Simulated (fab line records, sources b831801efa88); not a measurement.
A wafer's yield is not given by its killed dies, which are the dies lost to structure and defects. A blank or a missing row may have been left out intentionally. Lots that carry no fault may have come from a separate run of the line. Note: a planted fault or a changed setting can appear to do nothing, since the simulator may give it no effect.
fab line records + flow sky130
[record]
- lots = 11
- wafers = 33
- last_day = 50
route steps=708 shown CAP2M@616 METAL4@635 VIA4@645 PAD_OPEN@708
lots that met no fault: from a run of the same line without faults
start_h: start of the lot's first displayed wafer, in hours after the record's first day + wait_h: hours since the lot's step before + " same as the row above + L1.1+2: several wafers, shown together as one row + - value missing, or start not given + * or withheld: withheld + < > ~ a bound
route shown NAME@n: a module of which the file shows steps, and the number in the route of the first + usual: mean/standard deviation of fault-free wafers + same: alike in all rows + chamber/n: place in a boat + sites: the reading at each site + _std_site: the values' standard deviation + _edge_site: inner sites' mean taken away from outer sites' mean + radius_mm: for every site, how far away it sits from the centre of the wafer + mask NAME#n: copy n + behind: the tool/chamber that last shaped the wafer + hold: why the lot was held/for how many hours/how that ended + device: the transistor (n, p or np) that didn't switch + end of line: tests run on the same wafers once the route is complete + a step without rows: its recipe alone + killed: dies that structure and defects cost at the first sort, which is not the same as the wafer's yield + map: dies across one wafer; x = killed, . = not, _ = none there
set.NAME: the setting the step ran with; set.NAME@STEP: the setting that earlier step ran with + model.NAME: the simulator's own value behind a step, which no gauge read
a sample of lots followed through the steps of the route, with each step as a table and each wafer as a row
services: when a tool's chamber went out of use (start_h, in hours from the record's first day, below 0 if earlier), for how many hours, and the reason
[[steps]]
[step SKY_CAP2M_METAL_ETCH_13]
[recipe]
- target_depth_nm = 220
- stop_on = SiO2
- chemistry = Cl2/BCl3
- target = TiN
- pressure_mtorr = 10
- icp_w = 900
- bias_w = 48.5
- Cl2_flow_sccm = 60
- bcl3_flow_sccm = 30
- time_s = 62.9
[usual]
- drypump_motor_current_A = 5.8/0.36
- oes_product_au = 0.943/0.0079
- throttle_valve_pct = 21.901/0.01
| lot.wafer | tool         | chamber | start_h | wait_h | drypump_motor_current_A | oes_product_au | rf_hours_counter_h | throttle_valve_pct |
|-----------|--------------|---------|---------|--------|-------------------------|----------------|--------------------|--------------------|
| L989.2    | rie_metal-01 | 1       | 964.87  | 0.0    | 5.8                     | 0.935          | 9                  | 21.917             |
| L989.3    | "            | 0       | "       | "      | 5.9                     | 0.934          | -                  | 21.912             |
| L989.6    | "            | 0       | "       | "      | 5.9                     | 0.937          | -                  | 21.899             |
| L990.1    | rie_metal-02 | 0       | 978.96  | 0.0    | 4.9                     | 0.946          | 16                 | 21.899             |
| L990.2    | "            | 1       | "       | "      | 5.8                     | 0.935          | 10                 | 21.924             |
| L990.3    | "            | 0       | "       | "      | 4.9                     | 0.948          | -                  | 21.905             |
| L991.3    | rie_metal-01 | 0       | 993.57  | 0.0    | 5.9                     | 0.945          | -                  | 21.898             |
| L991.4    | "            | 1       | "       | "      | 5.8                     | 0.951          | -                  | 21.913             |
| L991.6    | "            | 0       | "       | "      | 5.9                     | 0.940          | -                  | 21.898             |
| L992.2    | rie_metal-03 | 1       | 996.62  | 0.0    | 5.7                     | 0.930          | 21                 | 21.907             |
| L992.3    | "            | 0       | "       | "      | 6.3                     | 0.922          | -                  | 21.908             |
| L992.4    | "            | 1       | "       | "      | 5.7                     | 0.945          | -                  | 21.897             |
| L993.1    | rie_metal-03 | 0       | 1004.27 | 0.0    | 6.4                     | 0.938          | 16                 | 21.892             |
| L993.5    | "            | 1       | "       | "      | 5.7                     | 0.939          | -                  | 21.896             |
| L993.6    | "            | 0       | "       | "      | 6.3                     | 0.942          | -                  | 21.907             |
| L995.1    | rie_metal-02 | 1       | 1021.56 | 0.0    | 5.8                     | 0.941          | 13                 | 21.902             |
| L995.3    | "            | 1       | "       | "      | 5.8                     | 0.946          | -                  | 21.906             |
| L995.5    | "            | 1       | "       | "      | 5.8                     | 0.951          | -                  | 21.899             |
| L999.3    | rie_metal-02 | 0       | 1035.14 | 0.1    | 4.9                     | 0.937          | -                  | 21.914             |
| L999.4    | "            | 1       | "       | "      | 5.8                     | 0.949          | -                  | 21.902             |
| L999.6    | "            | 0       | "       | "      | 4.9                     | 0.957          | -                  | 21.892             |
| L100.1    | rie_metal-02 | 0       | 1042.26 | 0.0    | 4.9                     | 0.952          | 1                  | 21.882             |
| L100.2    | "            | 1       | "       | "      | 5.8                     | 0.950          | 15                 | 21.888             |
| L100.4    | "            | 1       | "       | "      | 5.8                     | 0.961          | -                  | 21.903             |
| L105.1    | rie_metal-02 | 1       | 1077.16 | 0.0    | 5.8                     | 0.933          | 17                 | 21.897             |
| L105.5    | "            | 1       | "       | "      | 5.8                     | 0.932          | -                  | 21.914             |
| L105.6    | "            | 0       | "       | "      | 4.9                     | 0.941          | -                  | 21.901             |
| L106.3    | rie_metal-01 | 0       | 1092.70 | 0.0    | 5.9                     | 0.952          | -                  | 21.894             |
| L106.4    | "            | 1       | "       | "      | 5.8                     | 0.944          | -                  | 21.885             |
| L106.5    | "            | 1       | "       | "      | 5.8                     | 0.951          | -                  | 21.896             |
| L108.1    | rie_metal-01 | 0       | 1106.72 | 0.0    | 5.9                     | 0.943          | 19                 | 21.877             |
| L108.3    | "            | 0       | "       | "      | 5.8                     | 0.932          | -                  | 21.913             |
| L108.6    | "            | 1       | "       | "      | 5.8                     | 0.934          | -                  | 21.891             |
[step SKY_CAP2M_STRIP_14]
[recipe]
- chemistry = O2/N2
- power_w = 1400
- pressure_mtorr = 1500
- platen_temp_c = withheld
- o2_flow_sccm = 3000
- n2_flow_sccm = 300
- overash_fraction = 0.5
[usual]
- drypump_motor_current_A = 5.7/0.46
- oes_product_au = 0.710/0.005
- strip_time_to_endpoint_s = 12.66/0.041
| lot.wafer | tool            | chamber | start_h | wait_h | drypump_motor_current_A | oes_product_au | rf_hours_counter_h | strip_time_to_endpoint_s |
|-----------|-----------------|---------|---------|--------|-------------------------|----------------|--------------------|--------------------------|
| L989.2    | plasma_asher-04 | 1       | 964.95  | 0.1    | 5.9                     | 0.718          | 22                 | 12.73                    |
| L989.3    | "               | 1       | "       | "      | 5.9                     | 0.708          | -                  | 12.75                    |
| L989.6    | "               | 1       | "       | "      | 5.9                     | 0.711          | -                  | 12.69                    |
| L990.1    | plasma_asher-04 | 1       | 979.04  | 0.1    | 5.9                     | 0.713          | 23                 | 12.66                    |
| L990.2    | "               | 0       | "       | "      | 5.6                     | 0.714          | 23                 | 12.66                    |
| L990.3    | "               | 0       | "       | "      | 5.6                     | 0.716          | -                  | 12.66                    |
| L991.3    | plasma_asher-03 | 0       | 993.66  | 0.1    | 5.4                     | 0.717          | -                  | 12.69                    |
| L991.4    | "               | 1       | "       | "      | 6.4                     | 0.715          | -                  | 12.60                    |
| L991.6    | "               | 0       | "       | "      | 5.4                     | 0.715          | -                  | 12.64                    |
| L992.2    | plasma_asher-04 | 1       | 996.70  | 0.1    | 5.9                     | 0.716          | 25                 | 12.58                    |
| L992.3    | "               | 1       | "       | "      | 5.9                     | 0.716          | -                  | 12.63                    |
| L992.4    | "               | 0       | "       | "      | 5.6                     | 0.711          | -                  | 12.66                    |
| L993.1    | plasma_asher-04 | 0       | 1004.35 | 0.1    | 5.6                     | 0.709          | 26                 | 12.68                    |
| L993.5    | "               | 0       | "       | "      | 5.6                     | 0.716          | -                  | 12.68                    |
| L993.6    | "               | 1       | "       | "      | 5.9                     | 0.699          | -                  | 12.72                    |
| L995.1    | plasma_asher-01 | 0       | 1021.71 | 0.1    | 5.2                     | 0.713          | 106                | 12.60                    |
| L995.3    | "               | 1       | "       | "      | 5.2                     | 0.714          | -                  | 12.64                    |
| L995.5    | "               | 1       | "       | "      | 5.1                     | 0.716          | -                  | 12.59                    |
| L999.3    | plasma_asher-04 | 1       | 1035.24 | 0.1    | 5.9                     | 0.712          | -                  | 12.69                    |
| L999.4    | "               | 0       | "       | "      | 5.6                     | 0.712          | -                  | 12.72                    |
| L999.6    | "               | 1       | "       | "      | 5.9                     | 0.711          | -                  | 12.65                    |
| L100.1    | plasma_asher-04 | 0       | 1042.34 | 0.1    | 5.6                     | 0.703          | 30                 | 12.66                    |
| L100.2    | "               | 1       | "       | "      | 6.0                     | 0.720          | 30                 | 12.62                    |
| L100.4    | "               | 0       | "       | "      | 5.6                     | 0.714          | -                  | 12.64                    |
| L105.1    | plasma_asher-03 | 0       | 1077.24 | 0.1    | 5.4                     | 0.707          | 93                 | 12.64                    |
| L105.5    | "               | 1       | "       | "      | 6.4                     | 0.700          | -                  | 12.58                    |
| L105.6    | "               | 0       | "       | "      | 5.4                     | 0.709          | -                  | 12.64                    |
| L106.3    | plasma_asher-01 | 1       | 1092.78 | 0.1    | 5.1                     | 0.714          | -                  | 12.68                    |
| L106.4    | "               | 0       | "       | "      | 5.1                     | 0.703          | -                  | 12.64                    |
| L106.5    | "               | 0       | "       | "      | 5.1                     | 0.705          | -                  | 12.69                    |
| L108.1    | plasma_asher-01 | 0       | 1106.80 | 0.1    | 5.1                     | 0.713          | 4                  | 12.67                    |
| L108.3    | "               | 1       | "       | "      | 5.2                     | 0.710          | -                  | 12.67                    |
| L108.6    | "               | 0       | "       | "      | 5.1                     | 0.705          | -                  | 12.67                    |
[step SKY_METAL4_STRIP_19]
[recipe]
- chemistry = O2/N2
- power_w = 1400
- pressure_mtorr = 1500
- platen_temp_c = withheld
- o2_flow_sccm = 3000
- n2_flow_sccm = 300
- overash_fraction = 0.5
[usual]
- drypump_motor_current_A = 5.9/0.39
- oes_product_au = 0.502/0.0062
- strip_time_to_endpoint_s = 6.54/0.082
| lot.wafer | tool            | chamber | start_h | wait_h | drypump_motor_current_A | oes_product_au | rf_hours_counter_h | strip_time_to_endpoint_s |
|-----------|-----------------|---------|---------|--------|-------------------------|----------------|--------------------|--------------------------|
| L989.2    | plasma_asher-03 | 0       | 989.30  | 0.1    | 5.4                     | 0.500          | 84                 | 6.39                     |
| L989.3    | "               | 0       | "       | "      | 5.4                     | 0.493          | -                  | 6.38                     |
| L989.6    | "               | 1       | "       | "      | 6.5                     | 0.508          | -                  | 6.52                     |
| L990.1    | plasma_asher-04 | 1       | 1003.10 | 0.1    | 5.9                     | 0.491          | 26                 | 6.43                     |
| L990.2    | "               | 0       | "       | "      | 5.6                     | 0.505          | 26                 | 6.53                     |
| L990.3    | "               | 0       | "       | "      | 5.6                     | 0.506          | -                  | 6.47                     |
| L991.3    | plasma_asher-03 | 0       | 1017.49 | 0.1    | 5.4                     | 0.495          | -                  | 6.44                     |
| L991.4    | "               | 1       | "       | "      | 6.4                     | 0.500          | -                  | 6.51                     |
| L991.6    | "               | 0       | "       | "      | 5.4                     | 0.489          | -                  | 6.38                     |
| L992.2    | plasma_asher-03 | 0       | 1020.20 | 0.1    | 5.4                     | 0.498          | 87                 | 6.42                     |
| L992.3    | "               | 0       | "       | "      | 5.4                     | 0.496          | -                  | 6.46                     |
| L992.4    | "               | 1       | "       | "      | 6.4                     | 0.502          | -                  | 6.53                     |
| L993.1    | plasma_asher-03 | 1       | 1027.75 | 0.1    | 6.4                     | 0.506          | 88                 | 6.41                     |
| L993.5    | "               | 1       | "       | "      | 6.4                     | 0.500          | -                  | 6.47                     |
| L993.6    | "               | 0       | "       | "      | 5.4                     | 0.491          | -                  | 6.51                     |
| L995.1    | plasma_asher-02 | 0       | 1045.65 | 0.1    | 5.9                     | 0.503          | 62                 | 6.48                     |
| L995.3    | "               | 1       | "       | "      | 6.2                     | 0.507          | -                  | 6.52                     |
| L995.5    | "               | 0       | "       | "      | 5.9                     | 0.502          | -                  | 6.58                     |
| L999.3    | plasma_asher-02 | 0       | 1057.14 | 0.1    | 5.8                     | 0.492          | -                  | 6.46                     |
| L999.4    | "               | 1       | "       | "      | 6.1                     | 0.499          | -                  | 6.64                     |
| L999.6    | "               | 1       | "       | "      | 6.1                     | 0.489          | -                  | 6.39                     |
| L100.1    | plasma_asher-03 | 0       | 1064.72 | 0.1    | 5.4                     | 0.507          | 92                 | 6.49                     |
| L100.2    | "               | 1       | "       | "      | 6.5                     | 0.511          | 92                 | 6.60                     |
| L100.4    | "               | 0       | "       | "      | 5.4                     | 0.498          | -                  | 6.62                     |
| L105.1    | plasma_asher-03 | 0       | 1099.40 | 0.3    | 5.4                     | 0.510          | 95                 | 6.59                     |
| L105.5    | "               | 1       | "       | "      | 6.4                     | 0.499          | -                  | 6.54                     |
| L105.6    | "               | 0       | "       | "      | 5.4                     | 0.506          | -                  | 6.56                     |
| L106.3    | plasma_asher-04 | 1       | 1113.94 | 0.1    | 5.9                     | 0.493          | -                  | 6.44                     |
| L106.4    | "               | 0       | "       | "      | 5.6                     | 0.505          | -                  | 6.51                     |
| L106.5    | "               | 0       | "       | "      | 5.5                     | 0.497          | -                  | 6.45                     |
| L108.1    | plasma_asher-03 | 1       | 1126.36 | 0.1    | 6.5                     | 0.494          | 98                 | 6.58                     |
| L108.3    | "               | 1       | "       | "      | 6.4                     | 0.514          | -                  | 6.68                     |
| L108.6    | "               | 1       | "       | "      | 6.4                     | 0.508          | -                  | 6.64                     |
[step SKY_VIA4_COAT_06]
[recipe]
- resist = NOVOLAK
- spin_rpm = 3000
- resist_thk_nm = 1140
| lot.wafer  | tool           | chamber | start_h | wait_h |
|------------|----------------|---------|---------|--------|
| L989.2+3+6 | litho_track-01 | 0       | 1001.89 | 0.1    |
| L990.1+2+3 | litho_track-03 | 0       | 1015.97 | 0.1    |
| L991.3+4+6 | litho_track-01 | 0       | 1028.71 | 0.1    |
| L992.2+3+4 | litho_track-03 | 0       | 1031.75 | 0.1    |
| L993.1+5+6 | litho_track-03 | 0       | 1040.57 | 0.1    |
| L995.1+3+5 | litho_track-02 | 0       | 1056.56 | 0.1    |
| L999.3+4+6 | litho_track-03 | 0       | 1068.92 | 0.1    |
| L100.1+2+4 | litho_track-03 | 0       | 1075.27 | 0.1    |
| L105.1+5+6 | litho_track-02 | 0       | 1111.41 | 0.1    |
| L106.3+4+5 | litho_track-02 | 0       | 1124.91 | 0.1    |
| L108.1+3+6 | litho_track-02 | 0       | 1136.81 | 0.1    |
[step SKY_VIA4_STRIP_13]
[recipe]
- chemistry = O2/N2
- power_w = 1400
- pressure_mtorr = 1500
- platen_temp_c = withheld
- o2_flow_sccm = 3000
- n2_flow_sccm = 300
- overash_fraction = 0.5
[usual]
- drypump_motor_current_A = 5.8/0.47
- oes_product_au = 0.709/0.0046
- strip_time_to_endpoint_s = 12.807/0.03
| lot.wafer | tool            | chamber | start_h | wait_h | drypump_motor_current_A | oes_product_au | rf_hours_counter_h | strip_time_to_endpoint_s |
|-----------|-----------------|---------|---------|--------|-------------------------|----------------|--------------------|--------------------------|
| L989.2    | plasma_asher-03 | 1       | 1013.98 | -      | 6.4                     | 0.708          | 87                 | 12.776                   |
| L989.3    | "               | 0       | "       | "      | 5.4                     | 0.713          | -                  | 12.816                   |
| L989.6    | "               | 1       | "       | "      | 6.4                     | 0.708          | -                  | 12.816                   |
| L990.1    | plasma_asher-02 | 1       | 1027.03 | -      | 6.1                     | 0.704          | 60                 | 12.758                   |
| L990.2    | "               | 0       | "       | "      | 5.8                     | 0.714          | 60                 | 12.793                   |
| L990.3    | "               | 1       | "       | "      | 6.2                     | 0.706          | -                  | 12.822                   |
| L991.3    | plasma_asher-02 | 0       | 1040.85 | -      | 5.8                     | 0.710          | -                  | 12.788                   |
| L991.4    | "               | 1       | "       | "      | 6.1                     | 0.710          | -                  | 12.804                   |
| L991.6    | "               | 1       | "       | "      | 6.2                     | 0.710          | -                  | 12.810                   |
| L992.2    | plasma_asher-01 | 1       | 1043.57 | -      | 5.1                     | 0.709          | 108                | 12.767                   |
| L992.3    | "               | 1       | "       | "      | 5.2                     | 0.705          | -                  | 12.814                   |
| L992.4    | "               | 0       | "       | "      | 5.1                     | 0.707          | -                  | 12.782                   |
| L993.1    | plasma_asher-01 | 1       | 1050.82 | -      | 5.2                     | 0.714          | 109                | 12.777                   |
| L993.5    | "               | 0       | "       | "      | 5.2                     | 0.707          | -                  | 12.777                   |
| L993.6    | "               | 1       | "       | "      | 5.2                     | 0.714          | -                  | 12.778                   |
| L995.1    | plasma_asher-02 | 0       | 1067.67 | -      | 5.9                     | 0.717          | 64                 | 12.764                   |
| L995.3    | "               | 1       | "       | "      | 6.1                     | 0.712          | -                  | 12.777                   |
| L995.5    | "               | 0       | "       | "      | 5.9                     | 0.713          | -                  | 12.810                   |
| L999.3    | plasma_asher-03 | 1       | 1079.16 | -      | 6.4                     | 0.706          | -                  | 11.635                   |
| L999.4    | "               | 0       | "       | "      | 5.4                     | 0.708          | -                  | 11.588                   |
| L999.6    | "               | 0       | "       | "      | 5.4                     | 0.714          | -                  | 11.625                   |
| L100.1    | plasma_asher-02 | 1       | 1086.62 | -      | 6.1                     | 0.712          | 66                 | 11.595                   |
| L100.2    | "               | 0       | "       | "      | 5.8                     | 0.704          | 66                 | 11.634                   |
| L100.4    | "               | 1       | "       | "      | 6.1                     | 0.709          | -                  | 11.655                   |
| L105.1    | plasma_asher-01 | 0       | 1121.18 | -      | 5.1                     | 0.712          | 6                  | 12.818                   |
| L105.5    | "               | 0       | "       | "      | 5.1                     | 0.705          | -                  | 12.798                   |
| L105.6    | "               | 1       | "       | "      | 5.2                     | 0.705          | -                  | 12.810                   |
| L106.3    | plasma_asher-03 | 1       | 1134.86 | -      | 6.4                     | 0.708          | -                  | 12.827                   |
| L106.4    | "               | 0       | "       | "      | 5.4                     | 0.713          | -                  | 12.770                   |
| L106.5    | "               | 1       | "       | "      | 6.4                     | 0.711          | -                  | 12.816                   |
| L108.1    | plasma_asher-03 | 1       | 1146.02 | -      | 6.5                     | 0.711          | 100                | 12.777                   |
| L108.3    | "               | 1       | "       | "      | 6.5                     | 0.714          | -                  | 12.769                   |
| L108.6    | "               | 0       | "       | "      | 5.4                     | 0.712          | -                  | 12.826                   |
[step SKY_PAD_OPEN_PROBE_99]
[usual]
- defect_limited_yield = 82.7/1.9
- killed_at_M0_to_M3 = 43/6.6
- killed_at_M4_up = 3.1/1.6
- killed_at_contacts = 23/5.6
- killed_at_front_end = 15/4.2
- killed_at_other = 0.2/0.43
- killed_dies = 85/9.3
- killed_open = 46/6.6
- killed_short = 39/6.2
- sort_bin_3_pad_short = 0.8/0.37
- sort_bin_5_function = 10.2/1.5
- sort_bin_6_memory = 6.2/1.1
- sort_n_pass = 407/9.3
- sort_yield_pct = 82.7/1.9
[same]
- gross_dies = 492
- killed_at_back_side = 0
- sort_bin_4_leakage[%] = 0
- sort_bin_8_speed[%] = 0
| lot.wafer | tool      | chamber | start_h | wait_h | defect_limited_yield[%] | killed_at_M0_to_M3 | killed_at_M4_up | killed_at_contacts | killed_at_front_end | killed_at_other | killed_dies | killed_open | killed_short | sort_bin_3_pad_short[%] | sort_bin_5_function[%] | sort_bin_6_memory[%] | sort_n_pass | sort_yield_pct[%] |
|-----------|-----------|---------|---------|--------|-------------------------|--------------------|-----------------|--------------------|---------------------|-----------------|-------------|-------------|--------------|-------------------------|------------------------|----------------------|-------------|-------------------|
| L105.1    | prober-02 | -       | 1179.56 | 0.1    | 81.7                    | 46                 | 3               | 29                 | 12                  | 0               | 90          | 50          | 40           | 0.8                     | 10.2                   | 7.3                  | 402         | 81.7              |
| L105.5    | prober-02 | -       | 1179.76 | 0.2    | 81.9                    | 44                 | 4               | 22                 | 19                  | 0               | 89          | 46          | 43           | 1.6                     | 10.4                   | 6.1                  | 403         | 81.9              |
| L105.6    | prober-02 | -       | 1179.81 | 0.2    | 84.6                    | 45                 | 0               | 16                 | 15                  | 0               | 76          | 38          | 38           | 1.0                     | 10.0                   | 4.5                  | 416         | 84.6              |
| L106.3    | prober-01 | -       | 1190.17 | 0.2    | 81.5                    | 40                 | 3               | 34                 | 14                  | 0               | 91          | 53          | 38           | 0.8                     | 10.2                   | 7.5                  | 401         | 81.5              |
| L106.4    | prober-01 | -       | 1190.22 | 0.2    | 85.6                    | 38                 | 1               | 17                 | 14                  | 1               | 71          | 29          | 42           | 1.4                     | 7.9                    | 5.1                  | 421         | 85.6              |
| L106.5    | prober-01 | -       | 1190.27 | 0.2    | 82.9                    | 44                 | 3               | 19                 | 16                  | 2               | 84          | 50          | 34           | 0.8                     | 11.0                   | 5.3                  | 408         | 82.9              |
// killed by level:class
L105.1 VIA1:geometric_particle:open=11 VIA3:geometric_particle:open=9 LI_CONTACT:geometric_particle:open=8 CONTACT:geometric_particle:open=7 VIA1:geometric_particle:short=7 VIA2:geometric_particle:open=7 FIELD_ISO:geometric_particle:short=5 LI_CONTACT:geometric_particle:short=4
L105.5 VIA1:geometric_particle:open=10 CONTACT:geometric_particle:open=9 POLY_GATE:geometric_particle:short=7 VIA2:geometric_particle:open=7 FIELD_ISO:geometric_particle:short=5 VIA2:geometric_particle:short=5 VIA3:geometric_particle:open=5 METAL2:geometric_particle:short=4
L105.6 VIA3:geometric_particle:short=7 METAL1:geometric_particle:short=7 VIA1:geometric_particle:open=7 VIA3:geometric_particle:open=7 POLY_GATE:geometric_particle:open=5 LI_CONTACT:geometric_particle:open=5 FIELD_ISO:geometric_particle:short=4 VIA1:geometric_particle:short=4
L106.3 LI_CONTACT:geometric_particle:open=11 VIA1:geometric_particle:open=11 FIELD_ISO:geometric_particle:open=8 CONTACT:geometric_particle:open=8 LOCAL_INTERCONNECT:geometric_particle:short=6 METAL1:geometric_particle:short=6 VIA2:geometric_particle:open=6 CONTACT:geometric_particle:short=5
L106.4 LI_CONTACT:geometric_particle:open=7 METAL2:geometric_particle:short=7 POLY_GATE:geometric_particle:short=5 METAL1:geometric_particle:short=5 VIA3:geometric_particle:open=5 FIELD_ISO:geometric_particle:short=4 CONTACT:geometric_particle:open=4 VIA2:geometric_particle:open=4
L106.5 VIA1:geometric_particle:open=10 CONTACT:geometric_particle:open=9 VIA3:geometric_particle:open=7 VIA1:geometric_particle:short=6 FIELD_ISO:geometric_particle:open=5 LI_CONTACT:geometric_particle:open=5 METAL2:geometric_particle:short=5 FIELD_ISO:geometric_particle:short=4
[[services]]
| tool            | chamber | start_h | hours | kind           |
|-----------------|---------|---------|-------|----------------|
| rie_metal-03    | -       | 953.10  | 2.8   | pm             |
| plasma_asher-03 | -       | 969.84  | 8.0   | repair         |
| plasma_asher-01 | -       | 989.01  | 1.1   | repair         |
| rie_metal-02    | 0       | 1011.68 | -     | clean          |
| rie_metal-02    | 0       | 1011.68 | 17.8  | scheduled_down |
| rie_metal-02    | 0       | 1011.68 | 17.8  | vent_cycle     |
| rie_metal-03    | -       | 1019.31 | 1.4   | pm             |
| rie_metal-01    | -       | 1036.10 | 0.6   | repair         |
| plasma_asher-04 | -       | 1036.26 | 1.8   | repair         |
| rie_metal-02    | -       | 1043.40 | 0.2   | repair         |
| plasma_asher-01 | -       | 1055.30 | 9.0   | pm             |
| plasma_asher-01 | 0       | 1055.30 | 9.0   | vent_cycle     |
| plasma_asher-01 | 1       | 1055.30 | 9.0   | vent_cycle     |
| rie_metal-03    | 0       | 1061.32 | 1.7   | repair         |
| plasma_asher-01 | 0       | 1064.30 | -     | clean          |
| plasma_asher-01 | 1       | 1064.30 | -     | clean          |
| rie_metal-03    | 1       | 1087.51 | -     | clean          |
| rie_metal-03    | 1       | 1087.51 | 12.2  | scheduled_down |
| plasma_asher-04 | -       | 1098.19 | 3.9   | repair         |
| plasma_asher-02 | -       | 1105.56 | 1.1   | repair         |
| rie_metal-02    | 0       | 1118.53 | 26.2  | repair         |
| rie_metal-03    | -       | 1122.49 | 0.2   | repair         |
| rie_metal-02    | -       | 1129.18 | 14.6  | pm             |
| plasma_asher-02 | -       | 1135.13 | 0.7   | repair         |
[[key]]
[first_sign]
- step = SKY_VIA4_STRIP_13
- reading = strip_time_to_endpoint_s
- direction = down
- sigmas = 40
- usual = *
- struck = *
effect none on later readings
met_at SKY_VIA4_COAT_06
struck_lots L999,L100
not_acting_at SKY_CAP2M_METAL_ETCH_13,SKY_CAP2M_STRIP_14,SKY_METAL4_STRIP_19
onset_between 1040.57 1068.92
[fault]
- kind = process_parameter_drift
- tool = litho_track-03
- chamber = -
- onset_h = 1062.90
- steps = SKY_VIA4_COAT_06
- channel = resist_thk_nm
- offset = -106.4
- shape = step
- end_h = 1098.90
- acts_in = these_recipes_only
- stated = 1140
